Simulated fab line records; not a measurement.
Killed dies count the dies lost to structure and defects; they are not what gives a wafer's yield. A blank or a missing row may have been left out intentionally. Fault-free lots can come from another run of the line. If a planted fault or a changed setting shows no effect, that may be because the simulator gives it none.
Chamber matching + flow gf180mcu + GF_V4_ETCH_16 on rieDiel-04: 4 sister chambers
The step etches BARC in N2/H2. 7 wafers are shown with their chamber, then 8 later ones without.

WAFERS, EACH WITH ITS CHAMBER
| wafer  | chamber | drypumpMotorCurrentA (A) | rfFwdPowerW (W) |
|--------|---------|--------------------------|-----------------|
| L080.4 | 2       | 5.8                      | 496.8           |
| L080.6 | 0       | 5.3                      | 494.0           |
| L086.2 | 0       | 5.3                      | 495.9           |
| L086.4 | 1       | 5.6                      | 493.4           |
| L090.5 | 2       | 5.7                      | 499.1           |
| L090.6 | 3       | 5.6                      | 497.6           |
| L089.1 | 3       | 5.7                      | 499.9           |

WAFERS WITH NO CHAMBER GIVEN
| wafer  | drypumpMotorCurrentA (A) | rfFwdPowerW (W) |
|--------|--------------------------|-----------------|
| L089.4 | 5.6                      | 496.7           |
| L089.6 | 5.3                      | 495.6           |
| L091.1 | 5.7                      | 499.3           |
| L091.2 | 5.3                      | 496.5           |
| L091.4 | 5.6                      | 496.1           |
| L096.1 | 5.7                      | 497.6           |
| L096.3 | 5.6                      | 496.1           |
| L096.6 | 5.7                      | 495.9           |

WHICH CHAMBER EACH WENT THROUGH
| wafer  | from the rows above          | in truth |
|--------|------------------------------|----------|
| L089.4 | can't be placed: 3 or 1 or 2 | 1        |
| L089.6 | 0                            | 0        |
| L091.1 | can't be placed: 3 or 2      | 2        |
| L091.2 | 0                            | 0        |
| L091.4 | can't be placed: 1 or 3 or 2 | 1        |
| L096.1 | can't be placed: 2 or 3      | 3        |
| L096.3 | can't be placed: 1 or 3 or 2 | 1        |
| L096.6 | can't be placed: 2 or 3 or 1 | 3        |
Correct placement for 2 of the 8. From these rows, 6 cannot be placed; in 6 the true chamber is one of the candidates. Placed wrongly: 0.
How it was worked out, from the rows above alone: a wafer's distance from a chamber is the root of the sum, over the readings, of the square of ((its reading less the chamber's mean) divided by the reading's scatter). The wafer belongs to the nearest chamber; if the next one is less than 2 further off, it can't be placed. Each chamber's mean is taken over the wafers shown for it. The scatter: take each reading less its chamber's mean, square it, sum over the shown wafers, divide by the number of wafers less the number of chambers, and take the root.
